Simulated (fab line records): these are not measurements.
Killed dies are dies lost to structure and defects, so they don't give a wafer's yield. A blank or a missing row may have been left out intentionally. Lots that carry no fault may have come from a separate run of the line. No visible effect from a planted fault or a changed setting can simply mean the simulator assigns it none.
Code-filled problem report in 8D (eight disciplines) form ; flow gf180mcu ; the parts of the form that need people (team, actions taken, sign-off) are left out

## 1. THE PROBLEM
Wafers without a fault read 399.6 nm, standard deviation 2.1; cd-nm at GF_HV_LDD_CD_MEAS_07 reads a mean of 304.4 nm on 5 wafers belonging to 3 lots. That puts it -45 standard deviations away from the usual mean.
The step: target cd 400 nm.
The first sign was on wafer L248.4 at day 12 02:30, on cd-sem-02. Wafers with a number at this step in the record: 45, from 15 lots. The rule behind "out" and "out of limits": a value lying over 4 standard deviations away from the usual mean. The rest of the wafers with a number are treated as sound.

## 2. WHAT IT IS AND WHAT IT IS NOT
question;is;is not
which readings at this step;cd-nm;-
which lots;L248, L249, L251;L242, L243, L244, L245, L246, L247, L256, L258, L259, L260, L261, L262
which wafers of those lots;L248.4, L249.1, L249.4, L251.2, L251.4;L248.3, L248.5, L249.3, L251.3
read on which gauges;cd-sem-02;cd-sem-01
when;from day 12 02:30;"up to then (20 sound wafers); but 20 sound wafers of L249, L251, L256, L258, L259, L260, L261, L262 came after"

## 3. WHAT RULES OUT EACH SUSPECT
Counting: any tool at a process step up to the reading remains a suspect provided it ran every lot that is out. Sound lots after the first of them don't rule it out here, since some wafers of a struck lot are sound.
- the gauge at GF_HV_LDD_CD_MEAS_07: kept. All the wafers that are out were read on cd-sem-02, and no step on other tools shows them out.
- litho-track-04 at GF_HV_LDD_DEVELOP_06 (develop time 60 s): kept. Ran every lot that is out, first one L248 (day 12 02:22); last sound lot up to then L247 (day 11 22:10).
What counting leaves: litho-track-04 at GF_HV_LDD_DEVELOP_06 and cd-sem-02 at GF_HV_LDD_CD_MEAS_07.

## 4. THE CAUSE (what the simulator had put in)
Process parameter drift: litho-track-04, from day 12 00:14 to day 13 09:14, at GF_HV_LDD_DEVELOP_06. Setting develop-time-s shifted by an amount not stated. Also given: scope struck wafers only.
After counting, 2 suspects remain, this tool included.

## 5. THE CHAIN OF EFFECTS, in route order
Rows list readings where the struck wafers' mean (over those with a number) sits beyond 3 standard deviations from the usual. Only readings for which the record gives a usual standard deviation are gone through. hours: the time from each lot's start at the first step in this table that gives one to its start at this step, as a median over the lots. sigmas: the change in usual standard deviations.
hours;step;reading;usual;on struck wafers;change;sigmas
0;GF_HV_LDD_CD_MEAS_07;cd-nm;399.6 nm;304.4;-95.2;-45
Later measuring or inspecting steps at which every struck wafer that the step has a row for has a number for every such reading, and none has moved that far: GF_HV_LDD_OVL_MEAS_08.

## 6. HOW IT WOULD HAVE BEEN CAUGHT EARLIER
In this record the first reading out of limits at a measuring or inspecting step was taken at day 12 02:30, 2 hours after the fault began at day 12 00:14.
Of the tool readings at GF_HV_LDD_DEVELOP_06 for which the record gives a usual standard deviation, none was out on any struck wafer, so an alarm limit of 4 standard deviations on them would not have fired.
Among the 3 lots that are out, L249, L251 began GF_HV_LDD_DEVELOP_06 on litho-track-04 after day 12 02:30. A hold on the tool at that time would have spared those 2.
